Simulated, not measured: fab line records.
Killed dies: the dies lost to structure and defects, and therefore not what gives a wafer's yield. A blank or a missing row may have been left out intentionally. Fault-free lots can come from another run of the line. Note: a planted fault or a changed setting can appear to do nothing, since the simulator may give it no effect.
Matching of chambers + flow gf180mcu + GF_V5_CMP_04 on cmp-01 has 4 sister chambers
The step polishes SiO2. 22 wafers are shown with their chamber, then 11 later ones without.

## WAFERS WITH THEIR CHAMBER
| wafer  | chamber | motor_current_A (A) | platen_rpm (rpm) | retaining_ring_pressure_frac |
|--------|---------|---------------------|------------------|------------------------------|
| L075.1 | 0       | 14.3                | 59.99            | 0.999                        |
| L075.2 | 3       | 10.9                | 59.99            | 0.996                        |
| L075.3 | 2       | 13.1                | 59.96            | 1.004                        |
| L077.4 | 1       | 11.1                | 60.00            | 0.996                        |
| L077.5 | 1       | 11.2                | 60.07            | 0.998                        |
| L077.6 | 2       | 13.1                | 60.02            | 1.006                        |
| L079.1 | 1       | 11.3                | 60.00            | 0.996                        |
| L079.3 | 2       | 12.8                | 60.00            | 0.997                        |
| L079.5 | 3       | 11.1                | 59.96            | 1.001                        |
| L080.2 | 3       | 10.7                | 60.03            | 1.005                        |
| L080.4 | 1       | 11.3                | 60.03            | 1.003                        |
| L080.5 | 0       | 14.6                | 59.98            | 1.000                        |
| L081.1 | 0       | 14.5                | 60.02            | 0.999                        |
| L081.2 | 2       | 12.9                | 59.97            | 1.000                        |
| L081.6 | 1       | 11.5                | 59.99            | 1.005                        |
| L084.2 | 0       | 14.1                | 60.04            | 0.998                        |
| L084.4 | 2       | 13.4                | 59.92            | 1.001                        |
| L084.6 | 1       | 11.6                | 59.98            | 1.003                        |
| L086.1 | 2       | 13.4                | 59.94            | 1.000                        |
| L086.4 | 0       | 14.3                | 59.96            | 1.002                        |
| L086.5 | 0       | 15.6                | 60.01            | 0.998                        |
| L087.2 | 1       | 10.9                | 60.02            | 0.997                        |

SIGNATURES (averages over the wafers above)
| reading                      | chamber 0 | chamber 1 | chamber 2 | chamber 3 | scatter within a chamber |
|------------------------------|-----------|-----------|-----------|-----------|--------------------------|
| motor_current_A              | 14.567    | 11.271    | 13.117    | 10.900    | 0.346                    |
| platen_rpm                   | 60.0000   | 60.0129   | 59.9683   | 59.9933   | 0.0326                   |
| retaining_ring_pressure_frac | 0.99933   | 0.99971   | 1.00133   | 1.00067   | 0.00326                  |
Rule: for a wafer and a chamber, the distance is found by dividing, reading by reading, the gap between the wafer's reading and the chamber's mean by the reading's scatter, squaring, summing and taking the root. If the next closest chamber is less than 2 further off than the closest, the wafer can't be placed; otherwise it belongs to the closest. The scatter: the root of (the sum of the squares of (reading less its chamber's mean) over the shown wafers, divided by (wafers less chambers)).

## WAFERS WITHOUT THEIR CHAMBER
| wafer  | motor_current_A (A) | platen_rpm (rpm) | retaining_ring_pressure_frac |
|--------|---------------------|------------------|------------------------------|
| L087.4 | 10.9                | 60.02            | 1.001                        |
| L087.6 | 10.9                | 60.01            | 0.996                        |
| L092.1 | 13.4                | 60.09            | 0.995                        |
| L092.3 | 10.9                | 60.04            | 1.002                        |
| L092.5 | 15.0                | 59.96            | 0.998                        |
| L094.2 | 14.7                | 60.01            | 1.000                        |
| L094.4 | 11.4                | 60.02            | 0.995                        |
| L094.5 | 11.7                | 60.00            | 1.002                        |
| L097.1 | 14.0                | 60.08            | 0.997                        |
| L097.3 | 11.3                | 60.00            | 0.998                        |
| L097.4 | 13.5                | 59.99            | 1.001                        |

## EACH ONE'S CHAMBER
| wafer  | from the rows above     | in truth |
|--------|-------------------------|----------|
| L087.4 | can't be placed: 3 or 1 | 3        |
| L087.6 | can't be placed: 3 or 1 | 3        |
| L092.1 | can't be placed: 2 or 0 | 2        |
| L092.3 | can't be placed: 3 or 1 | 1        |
| L092.5 | 0                       | 0        |
| L094.2 | 0                       | 0        |
| L094.4 | can't be placed: 1 or 3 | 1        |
| L094.5 | can't be placed: 1 or 3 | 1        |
| L097.1 | can't be placed: 0 or 2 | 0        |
| L097.3 | can't be placed: 1 or 3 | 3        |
| L097.4 | can't be placed: 2 or 0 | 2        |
Placed correctly: 2 of 11. Not placeable from these rows: 9 (in 9, the candidates include the true chamber). Number placed wrongly: 0.
